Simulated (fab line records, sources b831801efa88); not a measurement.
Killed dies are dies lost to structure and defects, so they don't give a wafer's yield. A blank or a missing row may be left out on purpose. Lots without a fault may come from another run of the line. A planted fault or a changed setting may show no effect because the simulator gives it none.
A struck lot beside a sound one | flow sky130 | 16 steps out of a route of 708
Sound: wafers L899.2, L899.3, L899.6. Struck: wafer L906.2. (L906.4, L906.5 of the same lot were not struck and are left out.) The cause comes at the end.
At each step with rows: each side's tool, then ch and its chambers, then its first start. Under that, the readings that differ: sound wafers | struck wafers | difference of the means | sigmas: that difference in standard deviations of wafers without a fault.
alike: readings whose means differ by less than 2 such deviations, and words and numbers that are the same on both sides. not compared: withheld readings, readings that some wafer has no value for, bounds like >300 that may hide the same value, and numbers for which the record gives no deviation and whose values overlap.
The two part at a step that has a row with sigmas, a row that says differs or no value, or rows on one side only. Numbers that don't overlap but have no deviation are shown without sigmas and don't part them. A reading that every wafer of one side lacks parts them only if that side has two wafers or more.

first, 2 steps without rows for these wafers: SKY_PWDE_PEB_05; SKY_PWDE_DEVELOP_06 (develop time 60 s).
SKY_PWDE_OVL_MEAS_07:
  sound on overlay-02, day 4 00:34; struck on overlay-02, day 5 17:04
  alike: PWDE_OVL
then, 1 step without rows for these wafers: SKY_PWDE_IMPLANT_08.
SKY_PWDE_STRIP_09: strips in O2/N2.
  sound on plasma_asher-03 ch 0,1, day 4 00:44; struck on plasma_asher-01 ch 1, day 5 17:16
  alike: drypump_motor_current_A, oes_product_au, strip_time_to_endpoint_s
  not compared: rf_hours_counter_h
SKY_PWDE_TW_MEAS_10:
  sound on film_metro-04, day 4 00:53; struck on film_metro-01, day 5 17:23
  alike: PWDE_TW
then, 6 steps without rows for these wafers: SKY_NWELL_DEHYDRATE_03 (time 60 s); SKY_NWELL_HMDS_04 (prime time 60 s); SKY_NWELL_COAT_05 (resist thk 3000 nm); SKY_NWELL_SOFTBAKE_06; SKY_NWELL_EXPOSE_07 (exposes mask NWM, target cd 840 nm); SKY_NWELL_PEB_08.
SKY_NWELL_DEVELOP_09: develop time 60 s.
  sound on litho_track-03 ch 0, day 4 17:00; struck on litho_track-03 ch 0, day 6 10:00
SKY_NWELL_OVL_MEAS_10:
  sound on overlay-02, day 4 17:43; struck on overlay-01, day 6 10:55
  not compared: NWELL_00_OVL
then, 1 step without rows for these wafers: SKY_NWELL_IMPLANT_11.
-- the record jumps here: 41 days lie between the struck wafers' starts before and after (it left off in module NWELL and takes up again in module PAD_OPEN, whose first step shown is number 708 of the route) --
SKY_PAD_OPEN_PROBE_99:
  the record has rows for the struck wafers here (prober-01, day 47 22:26) and none for the sound ones

WHERE THEY PART
Only at SKY_PAD_OPEN_PROBE_99, within this record.

WHY: what the simulator had put in
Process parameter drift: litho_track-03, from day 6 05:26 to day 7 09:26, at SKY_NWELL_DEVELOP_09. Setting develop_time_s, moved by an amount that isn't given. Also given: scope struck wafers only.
